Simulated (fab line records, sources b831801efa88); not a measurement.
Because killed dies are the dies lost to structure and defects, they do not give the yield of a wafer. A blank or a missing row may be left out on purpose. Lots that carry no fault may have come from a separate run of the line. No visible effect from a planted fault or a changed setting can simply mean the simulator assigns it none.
fab line records -- flow sky130
[record] lots = 6, wafers = 17, lastDay = 50
route steps=708 shown VIA1@473 METAL2@483
lots that met no fault: from a run of the same line without faults
startH: the number of hours between the record's first day and the start of the first shown wafer of the lot -- waitH: hours elapsed since this lot's preceding step -- " the same as in the row above -- L1.1+2: a single row standing in for several wafers -- - no value, or no start was given -- * or withheld: withheld -- < > ~ a bound
route shown NAME@n: a module of which the file shows steps, and the number in the route of the first -- usual: average and standard deviation across the fault-free wafers -- same: alike in all rows -- chamber/n: place in a boat -- sites: readings site by site -- _std_site: standard deviation of those values -- _edge_site: mean of outer sites minus mean of inner sites -- radiusMm: for every site, how far away it sits from the centre of the wafer -- mask NAME#n: copy n -- behind: the most recent tool/chamber to have shaped the wafer -- hold: cause of the lot's hold/its duration in hours/its outcome -- device: the n, p or np transistor that did not switch -- end of line: the same wafers' tests at the end of the route -- a step without rows: its recipe alone -- killed: dies that structure and defects cost at the first sort, which is not the same as the wafer's yield -- map: dies across one wafer; x = killed, . = not, _ = none there
set.NAME: the setting as run; set.NAME@STEP: as run at that earlier step -- model.NAME: the simulator's own value behind a step, which no gauge read
certain route steps with their lots: each step a table, each wafer a row
services: from which hour (startH, from the record's first day; less than 0 if before it) a tool's chamber was out of use, for how many hours, and why
[[steps]]
[step SKY_VIA1_ETCH_15]
[recipe] target = SiO2, chemistry = C4F8/O2/Ar, targetDepthNm = 351, stopOn = TiN, maskMaterial = KrF-thick, sourceW = 1500, biasW = 1200, pressureMtorr = 40, c4f8FlowSccm = withheld, O2_flow_sccm = 6, Ar_flow_sccm = 300, timeS = 54
[usual] biasW = 1200/3.3, oesProductAu = 0.980/0.0061
lot.wafer,tool,chamber,startH,waitH,biasW,oesProductAu,rfHoursCounterH
L449.4,rieDiel-02,0,782.69,0.0,1199,0.987,3
L449.5,rieDiel-02,1,782.69,0.0,1201,0.972,-
L449.6,rieDiel-02,2,782.69,0.0,1200,0.975,-
L450.3,rieDiel-01,1,795.07,0.0,1194,0.976,23
L450.4,rieDiel-01,2,795.07,0.0,1198,0.974,7
L450.5,rieDiel-01,3,795.07,0.0,1201,0.980,-
L462.4,rieDiel-04,3,896.74,0.0,1199,0.990,7
L462.5,rieDiel-04,1,896.74,0.0,1198,0.979,-
L462.6,rieDiel-04,2,896.74,0.0,1199,0.979,-
L463.1,rieDiel-02,1,899.24,0.0,1203,0.979,14
L463.3,rieDiel-02,3,899.24,0.0,1200,0.982,16
L470.1,rieDiel-04,3,944.91,0.0,1198,0.979,8
L470.3,rieDiel-04,0,944.91,0.0,1201,0.979,3
L470.4,rieDiel-04,1,944.91,0.0,1204,0.989,9
L472.1,rieDiel-01,0,955.88,0.0,1195,0.974,14
L472.4,rieDiel-01,1,955.88,0.0,1199,0.980,27
L472.6,rieDiel-01,2,955.88,0.0,1193,0.983,-
[step SKY_VIA1_STRIP_16]
[recipe] chemistry = O2/N2, powerW = 1400, pressureMtorr = 1500, platenTempC = withheld, o2FlowSccm = 3000, n2FlowSccm = 300, overashFraction = 0.5
[step SKY_VIA1_STRIP_17]
[recipe] chemistry = postEtchResidueRemover, timeS = 1200, tempC = 72.5
[step SKY_VIA1_CLEAN_18]
[recipe] chemistry = IPA, timeS = 180, tempC = 25
[step SKY_VIA1_CLEAN_19]
[recipe] chemistry = O3/DIW, dry = n2Spin
[step SKY_VIA1_SPUTTER_20]
[recipe] material = TiN, targetThkNm = 20, chamberPressurePa = 5, powerW = 4000, timeS = 80
[usual] throttleValvePct = 29.9/0.81
lot.wafer,tool,chamber,startH,waitH,throttleValvePct
L449.4,pvdSputter-02,-,783.32,0.0,31.3
L449.5,pvdSputter-02,-,783.32,0.0,29.4
L449.6,pvdSputter-02,-,783.32,0.0,29.8
L450.3,pvdSputter-01,-,795.78,0.0,30.2
L450.4,pvdSputter-01,-,795.78,0.0,30.0
L450.5,pvdSputter-01,-,795.78,0.0,30.2
L462.4,pvdSputter-01,-,897.41,0.0,29.9
L462.5,pvdSputter-01,-,897.41,0.0,29.7
L462.6,pvdSputter-01,-,897.41,0.0,30.3
L463.1,pvdSputter-01,-,899.97,0.0,30.4
L463.3,pvdSputter-01,-,899.97,0.0,30.9
L470.1,pvdSputter-02,-,945.55,0.0,29.4
L470.3,pvdSputter-02,-,945.55,0.0,29.5
L470.4,pvdSputter-02,-,945.55,0.0,28.8
L472.1,pvdSputter-01,-,956.57,0.0,29.8
L472.4,pvdSputter-01,-,956.57,0.0,29.9
L472.6,pvdSputter-01,-,956.57,0.0,31.4
[step SKY_VIA1_CVD_21]
[recipe] material = W, targetThkNm = 270, timeS = 80.902, tempC = 400, pressureTorr = 40
[step SKY_VIA1_RS_MEAS_22]
[recipe] thkMeasGauge = four-point-probe, reads = W_of_VIA1_CVD_21+TiN_of_VIA1_SPUTTER_20
[usual] VIA1_W_RS = 0.425/0.006
lot.wafer,tool,chamber,startH,waitH,VIA1_W_RS[ohm/sq]
L449.4,filmMetro-02,-,783.63,0.1,0.429
L449.5,filmMetro-02,-,783.63,0.1,0.425
L449.6,filmMetro-02,-,783.63,0.1,0.426
L450.3,filmMetro-04,-,795.97,0.1,0.422
L450.4,filmMetro-04,-,795.97,0.1,0.416
L450.5,filmMetro-04,-,795.97,0.1,0.408
L462.4,filmMetro-04,-,897.63,0.1,0.420
L462.5,filmMetro-04,-,897.63,0.1,0.412
L462.6,filmMetro-04,-,897.63,0.1,0.417
L463.1,filmMetro-04,-,900.13,0.1,0.424
L463.3,filmMetro-04,-,900.13,0.1,0.427
L470.1,filmMetro-02,-,945.70,0.1,0.430
L470.3,filmMetro-02,-,945.70,0.1,0.422
L470.4,filmMetro-02,-,945.70,0.1,0.425
L472.1,filmMetro-04,-,956.72,0.1,0.422
L472.4,filmMetro-04,-,956.72,0.1,0.423
L472.6,filmMetro-04,-,956.72,0.1,0.431
[step SKY_VIA1_THK_MEAS_23]
[recipe] thkMeasGauge = xrf, reads = W_of_VIA1_CVD_21
[usual] VIA1_W_THK = 266/4.5
lot.wafer,tool,chamber,startH,waitH,VIA1_W_THK[nm]
L449.4,filmMetro-02,-,783.72,0.1,266
L449.5,filmMetro-02,-,783.72,0.1,268
L449.6,filmMetro-02,-,783.72,0.1,270
L450.3,filmMetro-04,-,796.07,0.1,269
L450.4,filmMetro-04,-,796.07,0.1,275
L450.5,filmMetro-04,-,796.07,0.1,280
L462.4,filmMetro-04,-,897.72,0.1,272
L462.5,filmMetro-04,-,897.72,0.1,277
L462.6,filmMetro-04,-,897.72,0.1,272
L463.1,filmMetro-04,-,900.25,0.1,269
L463.3,filmMetro-04,-,900.25,0.1,267
L470.1,filmMetro-02,-,945.82,0.1,262
L470.3,filmMetro-02,-,945.82,0.1,265
L470.4,filmMetro-02,-,945.82,0.1,265
L472.1,filmMetro-04,-,956.84,0.1,272
L472.4,filmMetro-04,-,956.84,0.1,270
L472.6,filmMetro-04,-,956.84,0.1,265
[step SKY_VIA1_CMP_24]
[recipe] stopOn = SiO2, tOverpolishS = 15, downForcePsi = 3.5, platenRpm = 60, targetThkNm = 0, padVelocityMS = 0.94248
[step SKY_METAL2_SPUTTER_00]
[recipe] material = Ti, targetThkNm = 15, powerW = 3000, timeS = 10, chamberPressurePa = 0.4
[usual] throttleValvePct = 30.0/1.2
lot.wafer,tool,chamber,startH,waitH,throttleValvePct
L449.4,pvdSputter-04,-,784.05,0.1,28.3
L449.5,pvdSputter-04,-,784.05,0.1,32.3
L449.6,pvdSputter-04,-,784.05,0.1,30.4
L450.3,pvdSputter-02,-,796.41,0.1,29.3
L450.4,pvdSputter-02,-,796.41,0.1,31.2
L450.5,pvdSputter-02,-,796.41,0.1,29.2
L462.4,pvdSputter-04,-,898.05,0.1,28.6
L462.5,pvdSputter-04,-,898.05,0.1,31.2
L462.6,pvdSputter-04,-,898.05,0.1,30.1
L463.1,pvdSputter-04,-,900.61,0.1,31.4
L463.3,pvdSputter-04,-,900.61,0.1,28.7
L470.1,pvdSputter-02,-,946.19,0.2,29.4
L470.3,pvdSputter-02,-,946.19,0.2,28.5
L470.4,pvdSputter-02,-,946.19,0.2,29.6
L472.1,pvdSputter-02,-,957.20,0.2,29.3
L472.4,pvdSputter-02,-,957.20,0.2,29.7
L472.6,pvdSputter-02,-,957.20,0.2,29.5
[step SKY_METAL2_SPUTTER_01]
[recipe] material = TiN, targetThkNm = 20, powerW = 6500, timeS = 16.7, chamberPressurePa = 0.4
[usual] throttleValvePct = 30.0/1.2
lot.wafer,tool,chamber,startH,waitH,throttleValvePct
L449.4,pvdSputter-04,-,784.07,0.0,28.4
L449.5,pvdSputter-04,-,784.07,0.0,32.2
L449.6,pvdSputter-04,-,784.07,0.0,30.4
L450.3,pvdSputter-02,-,796.43,0.0,29.8
L450.4,pvdSputter-02,-,796.43,0.0,31.3
L450.5,pvdSputter-02,-,796.43,0.0,29.6
L462.4,pvdSputter-04,-,898.07,0.0,28.4
L462.5,pvdSputter-04,-,898.07,0.0,31.5
L462.6,pvdSputter-04,-,898.07,0.0,30.1
L463.1,pvdSputter-04,-,900.63,0.0,31.4
L463.3,pvdSputter-04,-,900.63,0.0,28.7
L470.1,pvdSputter-02,-,946.21,0.0,29.6
L470.3,pvdSputter-02,-,946.21,0.0,28.7
L470.4,pvdSputter-02,-,946.21,0.0,29.2
L472.1,pvdSputter-02,-,957.23,0.0,29.3
L472.4,pvdSputter-02,-,957.23,0.0,29.6
L472.6,pvdSputter-02,-,957.23,0.0,29.3
[step SKY_METAL2_SPUTTER_02]
[recipe] material = AlCu, targetThkNm = 250, powerW = 10600, timeS = 13.3, chamberPressurePa = 0.4
[usual] throttleValvePct = 30.0/1.2
lot.wafer,tool,chamber,startH,waitH,throttleValvePct,model.AlCu_of_METAL2_SPUTTER_02.thkNm
L449.4,pvdSputter-04,-,784.10,0.0,28.6,242.1
L449.5,pvdSputter-04,-,784.10,0.0,32.4,241.7
L449.6,pvdSputter-04,-,784.10,0.0,30.2,242.2
L450.3,pvdSputter-02,-,796.46,0.0,29.4,253.8
L450.4,pvdSputter-02,-,796.46,0.0,31.2,252.4
L450.5,pvdSputter-02,-,796.46,0.0,29.3,254.2
L462.4,pvdSputter-04,-,898.10,0.0,28.6,252.9
L462.5,pvdSputter-04,-,898.10,0.0,31.3,492.5
L462.6,pvdSputter-04,-,898.10,0.0,30.6,254.9
L463.1,pvdSputter-04,-,900.65,0.0,31.3,249.9
L463.3,pvdSputter-04,-,900.65,0.0,28.5,487.4
L470.1,pvdSputter-02,-,946.24,0.0,29.8,256.7
L470.3,pvdSputter-02,-,946.24,0.0,28.6,256.4
L470.4,pvdSputter-02,-,946.24,0.0,29.5,255.3
L472.1,pvdSputter-02,-,957.25,0.0,29.3,249.7
L472.4,pvdSputter-02,-,957.25,0.0,29.6,248.5
L472.6,pvdSputter-02,-,957.25,0.0,29.3,251.3
[step SKY_METAL2_SPUTTER_03]
[recipe] material = Ti, targetThkNm = 5, powerW = 3000, timeS = 3.3, chamberPressurePa = 0.4
[step SKY_METAL2_SPUTTER_04]
[recipe] material = TiN, targetThkNm = 70, powerW = 6500, timeS = 58.3, chamberPressurePa = 0.4
[step SKY_METAL2_RS_MEAS_05]
[recipe] thkMeasGauge = four-point-probe, reads = TiN_of_METAL2_SPUTTER_04+Ti_of_METAL2_SPUTTER_03+AlCu_of_METAL2_SPUTTER_02+TiN_of_METAL2_SPUTTER_01+Ti_of_METAL2_SPUTTER_00
[usual] METAL2_ALCU_RS = 0.1268/0.0016
lot.wafer,tool,chamber,startH,waitH,METAL2_ALCU_RS[ohm/sq]
L449.4,filmMetro-02,-,784.25,0.1,0.1309
L449.5,filmMetro-02,-,784.25,0.1,0.1310
L449.6,filmMetro-02,-,784.25,0.1,0.1309
L450.3,filmMetro-01,-,796.59,0.1,0.1250
L450.4,filmMetro-01,-,796.59,0.1,0.1256
L450.5,filmMetro-01,-,796.59,0.1,0.1249
L462.4,filmMetro-02,-,898.25,0.1,0.1249
L462.5,filmMetro-02,-,898.25,0.1,0.0635
L462.6,filmMetro-02,-,898.25,0.1,0.1244
L463.1,filmMetro-04,-,900.75,0.0,0.1264
L463.3,filmMetro-04,-,900.75,0.0,0.0643
L470.1,filmMetro-04,-,946.33,0.0,0.1236
L470.3,filmMetro-04,-,946.33,0.0,0.1236
L470.4,filmMetro-04,-,946.33,0.0,0.1244
L472.1,filmMetro-01,-,957.34,0.0,0.1269
L472.4,filmMetro-01,-,957.34,0.0,0.1277
L472.6,filmMetro-01,-,957.34,0.0,0.1263
[step SKY_METAL2_THK_MEAS_06]
[recipe] thkMeasGauge = xrf, reads = AlCu_of_METAL2_SPUTTER_02
[usual] METAL2_ALCU_THK = 250/3.7
lot.wafer,tool,chamber,startH,waitH,METAL2_ALCU_THK[nm]
L449.4,filmMetro-02,-,784.34,0.1,241
L449.5,filmMetro-02,-,784.34,0.1,241
L449.6,filmMetro-02,-,784.34,0.1,241
L450.3,filmMetro-01,-,796.69,0.1,256
L450.4,filmMetro-01,-,796.69,0.1,255
L450.5,filmMetro-01,-,796.69,0.1,257
L462.4,filmMetro-02,-,898.34,0.1,253
L462.5,filmMetro-02,-,898.34,0.1,491
L462.6,filmMetro-02,-,898.34,0.1,255
L463.1,filmMetro-04,-,900.87,0.1,251
L463.3,filmMetro-04,-,900.87,0.1,489
L470.1,filmMetro-04,-,946.45,0.1,258
L470.3,filmMetro-04,-,946.45,0.1,257
L470.4,filmMetro-04,-,946.45,0.1,255
L472.1,filmMetro-01,-,957.46,0.1,253
L472.4,filmMetro-01,-,957.46,0.1,250
L472.6,filmMetro-01,-,957.46,0.1,253
[step SKY_METAL2_DEHYDRATE_07]
[recipe] tempC = 200, timeS = 60
[step SKY_METAL2_HMDS_08]
[recipe] primeTimeS = 60, primeTempC = 120
[step SKY_METAL2_COAT_09]
[recipe] resist = BARC, tempC = withheld, timeS = withheld, spinRpm = 3000, resistThkNm = 60
[step SKY_METAL2_COAT_10]
[recipe] resist = KrF-thick, spinRpm = 3000, resistThkNm = 450
[step SKY_METAL2_SOFTBAKE_11]
[recipe] tempC = 100, timeS = 90, resist = KrF-thick
[step SKY_METAL2_EXPOSE_12]
[recipe] maskId = MM2, na = 0.8, sourceShape = annular, sigmaInner = 0.55, sigmaOuter = 0.85, targetCdNm = 140, doseMj = 28
[step SKY_METAL2_PEB_13]
[recipe] pebTempC = withheld, pebTimeS = withheld, resist = KrF-thick
[step SKY_METAL2_DEVELOP_14]
[recipe] developTimeS = 60, resist = KrF-thick, devTempC = 21
[step SKY_METAL2_CD_MEAS_15]
[recipe] targetCdNm = 140
[usual] cdNm = 140.4/1.3
lot.wafer,tool,chamber,startH,waitH,cdNm
L449.4,cdSem-02,-,811.12,-,139.8
L449.5,cdSem-02,-,811.12,-,139.7
L449.6,cdSem-02,-,811.12,-,139.2
L450.3,cdSem-02,-,822.80,-,139.6
L450.4,cdSem-02,-,822.80,-,140.3
L450.5,cdSem-02,-,822.80,-,141.1
L462.4,cdSem-01,-,922.27,-,141.5
L462.5,cdSem-01,-,922.27,-,140.5
L462.6,cdSem-01,-,922.27,-,140.2
L463.1,cdSem-02,-,924.86,-,140.9
L463.3,cdSem-02,-,924.86,-,140.2
L470.1,cdSem-02,-,970.49,-,140.4
L470.3,cdSem-02,-,970.49,-,139.3
L470.4,cdSem-02,-,970.49,-,140.7
L472.1,cdSem-02,-,980.61,-,140.3
L472.4,cdSem-02,-,980.61,-,140.0
L472.6,cdSem-02,-,980.61,-,141.0
[step SKY_METAL2_OVL_MEAS_16]
[usual] METAL2_OVL = -6/5.2
lot.wafer,tool,chamber,startH,waitH,METAL2_OVL[nm]
L449.4,overlay-01,-,811.19,0.1,-7
L449.5,overlay-01,-,811.19,0.1,-9
L449.6,overlay-01,-,811.19,0.1,-3
L450.3,overlay-01,-,822.89,0.1,-2
L450.4,overlay-01,-,822.89,0.1,-4
L450.5,overlay-01,-,822.89,0.1,-7
L462.4,overlay-02,-,922.34,0.1,-11
L462.5,overlay-02,-,922.34,0.1,-6
L462.6,overlay-02,-,922.34,0.1,-12
L463.1,overlay-02,-,924.98,0.1,-12
L463.3,overlay-02,-,924.98,0.1,-16
L470.1,overlay-01,-,970.61,0.1,-7
L470.3,overlay-01,-,970.61,0.1,-10
L470.4,overlay-01,-,970.61,0.1,0
L472.1,overlay-02,-,980.73,0.1,-1
L472.4,overlay-02,-,980.73,0.1,3
L472.6,overlay-02,-,980.73,0.1,-5
[step SKY_METAL2_DESCUM_17]
[recipe] chemistry = O2, sourcePowerW = 150, biasPowerW = 0, pressureMtorr = 10, tempC = 40, timeS = 8
[step SKY_METAL2_ETCH_18]
[recipe] chemistry = N2/H2, target = BARC, ionEnergyEv = 200, biasW = 100, pressureMtorr = 30, n2FlowSccm = 100, h2FlowSccm = 200, icpW = 500, stopOn = SiO2, timeS = 45.9, targetDepthA = 600
[step SKY_METAL2_METAL_ETCH_19]
[recipe] targetDepthA = 3600, stopOn = SiO2, overEtchFrac = 0.3, timeS = 78, chemistry = Cl2/BCl3, resistSidewallDeg = 88, pressureMtorr = 10, icpW = 900, biasW = 48.5, Cl2_flow_sccm = 60, bcl3FlowSccm = 30
[usual] biasW = 48.47/0.14, drypumpMotorCurrentA = 5.7/0.5, oesProductAu = 0.855/0.0063, throttleValvePct = 22.264/0.0091
lot.wafer,tool,chamber,startH,waitH,biasW,drypumpMotorCurrentA,oesProductAu,rfHoursCounterH,throttleValvePct
L449.4,rieMetal-04,1,811.34,0.1,48.38,5.3,0.843,-,22.267
L449.5,rieMetal-04,0,811.34,0.1,48.62,4.9,0.842,-,22.264
L449.6,rieMetal-04,1,811.34,0.1,48.31,5.3,0.849,-,22.274
L450.3,rieMetal-04,1,823.04,0.1,48.71,5.3,0.865,-,22.250
L450.4,rieMetal-04,0,823.04,0.1,48.68,5.0,0.860,-,22.267
L450.5,rieMetal-04,0,823.04,0.1,48.62,4.9,0.852,-,22.286
L462.4,rieMetal-04,1,922.64,0.1,48.51,5.3,0.868,-,22.272
L462.5,rieMetal-04,1,922.64,0.1,48.40,5.3,0.998,-,22.255
L462.6,rieMetal-04,1,922.64,0.1,48.45,5.4,0.865,-,22.260
L463.1,rieMetal-04,1,925.20,0.1,48.38,5.3,0.856,12,22.288
L463.3,rieMetal-04,1,925.20,0.1,48.40,5.3,0.993,-,22.274
L470.1,rieMetal-02,0,970.74,0.0,48.73,5.7,0.869,10,22.260
L470.3,rieMetal-02,1,970.74,0.0,48.70,6.2,0.859,-,22.272
L470.4,rieMetal-02,0,970.74,0.0,48.42,5.7,0.851,-,22.256
L472.1,rieMetal-01,1,980.86,0.0,48.61,6.2,0.856,13,22.255
L472.4,rieMetal-01,1,980.86,0.0,48.45,6.3,0.855,-,22.250
L472.6,rieMetal-01,1,980.86,0.0,48.60,6.2,0.846,-,22.284
[step SKY_METAL2_STRIP_20]
[recipe] chemistry = O2/N2, powerW = 1400, pressureMtorr = 1500, platenTempC = withheld, o2FlowSccm = 3000, n2FlowSccm = 300, overashFraction = 0.5
[usual] drypumpMotorCurrentA = 5.7/0.53, n2FlowSccm = 300.0/0.82, oesProductAu = 0.344/0.0046, stripTimeToEndpointS = 2.71/0.038
lot.wafer,tool,chamber,startH,waitH,drypumpMotorCurrentA,n2FlowSccm,oesProductAu,rfHoursCounterH,stripTimeToEndpointS
L449.4,plasmaAsher-02,0,811.43,0.1,6.0,298.9,0.346,-,2.71
L449.5,plasmaAsher-02,1,811.43,0.1,5.1,299.9,0.344,-,2.66
L449.6,plasmaAsher-02,0,811.43,0.1,6.0,299.8,0.340,-,2.67
L450.3,plasmaAsher-04,1,823.13,0.1,5.2,300.4,0.349,-,2.74
L450.4,plasmaAsher-04,0,823.13,0.1,6.1,300.8,0.339,-,2.72
L450.5,plasmaAsher-04,1,823.13,0.1,5.2,301.3,0.346,-,2.75
L462.4,plasmaAsher-02,1,922.76,0.1,5.1,299.0,0.347,-,2.73
L462.5,plasmaAsher-02,1,922.76,0.1,5.1,299.7,0.341,-,2.73
L462.6,plasmaAsher-02,0,922.76,0.1,6.1,299.3,0.343,-,2.73
L463.1,plasmaAsher-02,0,925.38,0.1,6.1,300.4,0.350,49,2.76
L463.3,plasmaAsher-02,1,925.38,0.1,5.1,301.3,0.344,-,2.72
L470.1,plasmaAsher-04,0,970.83,0.1,6.1,300.0,0.346,117,2.68
L470.3,plasmaAsher-04,1,970.83,0.1,5.2,298.9,0.340,-,2.76
L470.4,plasmaAsher-04,0,970.83,0.1,6.1,300.6,0.343,-,2.72
L472.1,plasmaAsher-02,0,980.95,0.1,6.0,300.1,0.347,54,2.79
L472.4,plasmaAsher-02,0,980.95,0.1,6.0,299.5,0.347,-,2.74
L472.6,plasmaAsher-02,0,980.95,0.1,6.0,299.3,0.344,-,2.77
[[services]]
tool,chamber,startH,hours,kind
plasmaAsher-04,-,793.98,1.0,repair
pvdSputter-02,-,802.27,2.4,repair
rieDiel-04,3,823.25,2.8,repair
rieDiel-04,2,825.06,14.3,repair
rieMetal-04,-,832.26,0.5,repair
rieDiel-01,1,832.77,18.1,repair
rieDiel-01,-,837.55,4.0,pm
rieDiel-04,1,840.37,1.3,repair
rieDiel-01,-,842.88,15.6,pm
pvdSputter-01,-,844.08,1.8,repair
plasmaAsher-04,-,846.12,0.6,repair
pvdSputter-04,-,849.94,0.6,repair
rieDiel-04,2,865.47,2.0,repair
pvdSputter-02,-,874.80,1.0,repair
rieDiel-01,0,888.72,12.8,repair
plasmaAsher-02,-,895.01,2.8,pm
rieDiel-01,3,903.81,2.4,repair
plasmaAsher-02,-,918.88,0.4,repair
plasmaAsher-02,-,928.85,5.6,repair
pvdSputter-01,-,937.51,8.1,repair
pvdSputter-02,-,951.32,1.3,repair
rieMetal-04,1,962.81,13.1,repair
pvdSputter-02,-,977.32,1.8,repair
pvdSputter-04,-,977.48,24.5,repair
[[key]]
[firstSign] step = SKY_METAL2_RS_MEAS_05, reading = METAL2_ALCU_RS, direction = down, sigmas = 38, usual = 0.1268, struck = 0.0639
[effect] step = SKY_METAL2_THK_MEAS_06, reading = METAL2_ALCU_THK, direction = up, sigmas = 64, usual = 250, struck = 490
[effect] step = SKY_METAL2_METAL_ETCH_19, reading = oesProductAu, direction = up, sigmas = 22, usual = 0.855, struck = 0.996
[modelEffect] step = SKY_METAL2_SPUTTER_02, value = AlCu_of_METAL2_SPUTTER_02.thkNm, without = 250.9, struck = 490
metAt SKY_METAL2_SPUTTER_02
struckWafers L462.5,L463.3
laterRowsLeftOut L462.5,L463.3
sortLeftOut L462.5,L463.3
onsetBetween 784.10 898.10
[fault] kind = processParameterDrift, tool = pvdSputter-04, chamber = -, onsetH = 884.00, steps = SKY_METAL2_SPUTTER_02, channel = targetThkNm, offset = 239.09, shape = step, endH = 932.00, scope = struckWafersOnly, actsIn = theseRecipesOnly, stated = 250
// sortLeftOut: the simulated sort isn't trusted on such a fault, so these wafers' sort isn't shown, and their yield isn't known
// laterRowsLeftOut: the simulator's readings of these wafers behind a module that went badly wrong aren't trusted and aren't shown, but for the sort
